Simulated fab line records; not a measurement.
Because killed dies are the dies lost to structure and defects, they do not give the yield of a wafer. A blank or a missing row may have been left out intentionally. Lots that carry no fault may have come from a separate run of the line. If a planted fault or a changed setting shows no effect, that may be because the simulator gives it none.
Problem report, 8D (eight disciplines) form, completed by code + flow sky130 + the parts of the form that need people (team, actions taken, sign-off) are left out

== 1. THE PROBLEM ==
strip_time_to_endpoint_s at SKY_CONTACT_STRIP_19 reads a mean of 3.814 s on 2 wafers of 2 lots; wafers without a fault read 3.618 s with a standard deviation of 0.03. Relative to the usual mean, that is a shift of +6.5 standard deviations.
The step: strips in O2/N2.
The first sign was on wafer L301.6 at day 34 15:01, on plasma_asher-01. The record has a number at this step for 42 wafers belonging to 14 lots. The rule behind "out" and "out of limits": a value lying over 4 standard deviations away from the usual mean. Any other wafer with a number is counted as sound.

== 2. WHAT IT IS, AND WHAT IT ISN'T ==
| question                    | is                       | is not                                                                                             |
|-----------------------------|--------------------------|----------------------------------------------------------------------------------------------------|
| which readings at this step | strip_time_to_endpoint_s | drypump_motor_current_A, oes_product_au                                                            |
| which lots                  | L301, L304               | L292, L293, L295, L296, L297, L298, L300, L309, L311, L312, L314, L315                             |
| which wafers of those lots  | L301.6, L304.6           | L301.4, L301.5, L304.2, L304.5                                                                     |
| read on which tools         | plasma_asher-01          | plasma_asher-03, plasma_asher-04                                                                   |
| when                        | from day 34 15:01        | up to then (23 sound wafers); but 17 sound wafers of L304, L309, L311, L312, L314, L315 came after |

== 3. SUSPECTS, AND WHAT RULES EACH OUT ==
Counting: any tool at a process step up to the reading remains a suspect provided it ran every lot that is out. Sound lots after the first of them don't rule it out here, since some wafers of a struck lot are sound.
- rie_diel-04 at SKY_POLY_GATE_ETCH_16 (etches Si3N4 in CH3F/O2, stops on poly-Si, time 147.5 s, target depth 75 nm): kept. It processed each lot that is out (first: L301, day 19 16:08); up to then, its last sound lot is L297 (day 19 04:21).
- rie_diel-01 at SKY_CONTACT_ETCH_18 (etches Si3N4 in CHF3/O2, stops on TiN, time 39 s, target depth 75 nm): kept. It processed each lot that is out (first: L301, day 34 14:00); up to then, its last sound lot is L297 (day 34 08:00).
- plasma_asher-01 at SKY_CONTACT_STRIP_19 (strips in O2/N2): kept. It processed each lot that is out (first: L301, day 34 15:01); up to then, its last sound lot is L300 (day 34 09:49). Its own readings are out on those wafers: strip_time_to_endpoint_s.
rie_diel-04 at SKY_POLY_GATE_ETCH_16, rie_diel-01 at SKY_CONTACT_ETCH_18 and plasma_asher-01 at SKY_CONTACT_STRIP_19 are what is left after counting.

== 4. THE CAUSE (what the simulator had put in) ==
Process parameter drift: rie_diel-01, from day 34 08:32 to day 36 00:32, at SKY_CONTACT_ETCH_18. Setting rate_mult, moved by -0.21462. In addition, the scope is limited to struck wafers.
Counting leaves 3 suspects; this tool is one of them.

== 5. SEQUENCE OF EFFECTS, ordered by route ==
Each row: a reading whose mean over the struck wafers that have a number lies more than 3 standard deviations from the usual. Only readings for which the record gives a usual standard deviation are gone through. hours: the time from each lot's start at the first step in this table that gives one to its start at this step, as a median over the lots. sigmas: the change in usual standard deviations.
| hours | step                 | reading                  | usual   | on struck wafers | change | sigmas |
|-------|----------------------|--------------------------|---------|------------------|--------|--------|
| 0     | SKY_CONTACT_STRIP_19 | strip_time_to_endpoint_s | 3.618 s | 3.814            | +0.196 | +6.5   |
Process steps it contains:
- SKY_CONTACT_STRIP_19: strips in O2/N2.

== 6. HOW IT WOULD HAVE BEEN CAUGHT EARLIER ==
In this record no reading fell out of limits until day 34 15:01, 6 hours after the fault had begun at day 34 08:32.
Of the tool readings at SKY_CONTACT_ETCH_18 for which the record gives a usual standard deviation, none was out on any struck wafer, so an alarm limit of 4 standard deviations on them would not have fired.
L304, from the lots that are out (2), started SKY_CONTACT_ETCH_18 on rie_diel-01 later than day 34 15:01. It would have been spared by a hold on the tool at that moment.
